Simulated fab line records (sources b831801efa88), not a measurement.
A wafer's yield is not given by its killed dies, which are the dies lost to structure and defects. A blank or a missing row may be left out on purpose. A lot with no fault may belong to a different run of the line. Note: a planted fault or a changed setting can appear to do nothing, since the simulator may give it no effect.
Shared-tool check + flow sky130 + Lots sampled 9, wafers sampled 33

REASON FOR OPENING
2 of 9 lots carry a flag on the reading CAPM_TIN_RS at SKY_CAPM_RS_MEAS_03. No-fault wafers: 6.90 ohm/sq, standard deviation 0.073.
Rule: a lot is flagged in two cases, either no wafer of it has a number, or all its wafers with numbers fall more than 4 standard deviations from that mean. The other lots count as sound.

| lot  | measured     | on            | CAPM_TIN_RS (ohm/sq), wafer by wafer | flag    |
|------|--------------|---------------|--------------------------------------|---------|
| L393 | day 36 16:35 | film metro-02 | 6.94 7.02 6.94                       |         |
| L394 | day 36 21:18 | film metro-04 | 6.83 6.88 6.92                       |         |
| L398 | day 38 08:52 | film metro-04 | 6.95 6.95 6.97                       |         |
| L402 | day 40 04:44 | film metro-01 | 6.99 6.95 6.93                       |         |
| L404 | day 40 07:15 | film metro-02 | 6.88 6.85 6.82                       |         |
| L410 | day 42 00:56 | film metro-01 | 7.42 7.42 7.46 7.41 7.44 7.44        | FLAGGED |
| L411 | day 42 04:47 | film metro-02 | 7.36 7.42 7.40 7.36 7.42 7.38        | FLAGGED |
| L413 | day 42 12:47 | film metro-04 | 6.89 6.99 6.93                       |         |
| L412 | day 42 14:43 | film metro-02 | 6.84 6.82 6.81                       |         |
On average the flagged lots' numbers are 7.41 ohm/sq, which is +0.51 ohm/sq against the usual, or +7 standard deviations.

WHICH TOOL EACH LOT WENT THROUGH
Before the reading, the record contains 3 process steps out of a 708-step route. Each cell gives the tool, then ch followed by the chambers the sampled wafers passed through, then the start.
| lot  | flag    | SKY_METAL3_SPUTTER_01        | SKY_METAL3_SPUTTER_04        | SKY_CAPM_SPUTTER_02          |
|------|---------|------------------------------|------------------------------|------------------------------|
| L393 |         | pvd sputter-02, day 36 16:13 | pvd sputter-02, day 36 16:18 | pvd sputter-03, day 36 16:26 |
| L394 |         | pvd sputter-02, day 36 20:58 | pvd sputter-02, day 36 21:04 | pvd sputter-04, day 36 21:11 |
| L398 |         | pvd sputter-03, day 38 08:32 | pvd sputter-03, day 38 08:37 | pvd sputter-04, day 38 08:45 |
| L402 |         | pvd sputter-03, day 40 04:23 | pvd sputter-03, day 40 04:29 | pvd sputter-02, day 40 04:37 |
| L404 |         | pvd sputter-02, day 40 06:55 | pvd sputter-02, day 40 07:01 | pvd sputter-04, day 40 07:08 |
| L410 | FLAGGED | pvd sputter-01, day 42 00:34 | pvd sputter-01, day 42 00:38 | pvd sputter-04, day 42 00:46 |
| L411 | FLAGGED | pvd sputter-01, day 42 04:26 | pvd sputter-01, day 42 04:31 | pvd sputter-04, day 42 04:40 |
| L413 |         | pvd sputter-01, day 42 12:28 | pvd sputter-01, day 42 12:32 | pvd sputter-03, day 42 12:40 |
| L412 |         | pvd sputter-01, day 42 14:22 | pvd sputter-01, day 42 14:26 | pvd sputter-02, day 42 14:34 |
What the steps here do:
- SKY_METAL3_SPUTTER_01: material TiN, target thk 20 nm, time 16.7 s.
- SKY_METAL3_SPUTTER_04: material TiN, target thk 70 nm, time 58.3 s.
- SKY_CAPM_SPUTTER_02: material TiN, target thk 200 nm, time 166.7 s.
- SKY_CAPM_RS_MEAS_03: measures by four-point-probe.

FLAGGED AGAINST TOTAL, ONE TOOL AT A TIME (gauges that did the reading follow at the end)
| step                  | tool           | lots run | flagged | share of the flagged lots | sound lots run after its first flagged lot |
|-----------------------|----------------|----------|---------|---------------------------|--------------------------------------------|
| SKY_METAL3_SPUTTER_01 | pvd sputter-01 | 4        | 2       | all                       | 2 (L413,L412)                              |
| SKY_METAL3_SPUTTER_01 | pvd sputter-02 | 3        | 0       | none                      | -                                          |
| SKY_METAL3_SPUTTER_01 | pvd sputter-03 | 2        | 0       | none                      | -                                          |
| SKY_METAL3_SPUTTER_04 | pvd sputter-01 | 4        | 2       | all                       | 2 (L413,L412)                              |
| SKY_METAL3_SPUTTER_04 | pvd sputter-02 | 3        | 0       | none                      | -                                          |
| SKY_METAL3_SPUTTER_04 | pvd sputter-03 | 2        | 0       | none                      | -                                          |
| SKY_CAPM_SPUTTER_02   | pvd sputter-02 | 2        | 0       | none                      | -                                          |
| SKY_CAPM_SPUTTER_02   | pvd sputter-03 | 2        | 0       | none                      | -                                          |
| SKY_CAPM_SPUTTER_02   | pvd sputter-04 | 5        | 2       | all                       | 0                                          |
| SKY_CAPM_RS_MEAS_03   | film metro-01  | 2        | 1       | some                      | 0                                          |
| SKY_CAPM_RS_MEAS_03   | film metro-02  | 4        | 1       | some                      | 1 (L412)                                   |
| SKY_CAPM_RS_MEAS_03   | film metro-04  | 3        | 0       | none                      | -                                          |

WHAT IS ALLOWED BY THE TABLE
pvd sputter-01 at SKY_METAL3_SPUTTER_01, pvd sputter-01 at SKY_METAL3_SPUTTER_04 and pvd sputter-04 at SKY_CAPM_SPUTTER_02: these 3 rows of the table ran every flagged lot.
- pvd sputter-01 at SKY_METAL3_SPUTTER_01 ran 4 lots, 2 of them flagged. Lots that were sound ran on it after the first flagged one (L413, L412); a persistent fault on the entire tool would not allow that.
- pvd sputter-01 at SKY_METAL3_SPUTTER_04 ran 4 lots, 2 of them flagged. Lots that were sound ran on it after the first flagged one (L413, L412); a persistent fault on the entire tool would not allow that.
- pvd sputter-04 at SKY_CAPM_SPUTTER_02 ran 5 lots, 2 of them flagged. Its last sound lot is L404 (day 40 07:08), its first flagged lot L410 (day 42 00:46): a fault that began between those two fits.
Left over: one tool, pvd sputter-04 at SKY_CAPM_SPUTTER_02.

WHAT HAD BEEN PUT IN BY THE SIMULATOR
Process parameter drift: pvd sputter-04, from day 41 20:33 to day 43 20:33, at SKY_CAPM_SPUTTER_02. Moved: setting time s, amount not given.
Shown lots that were struck: L410, L411. Same finding as the rule above.
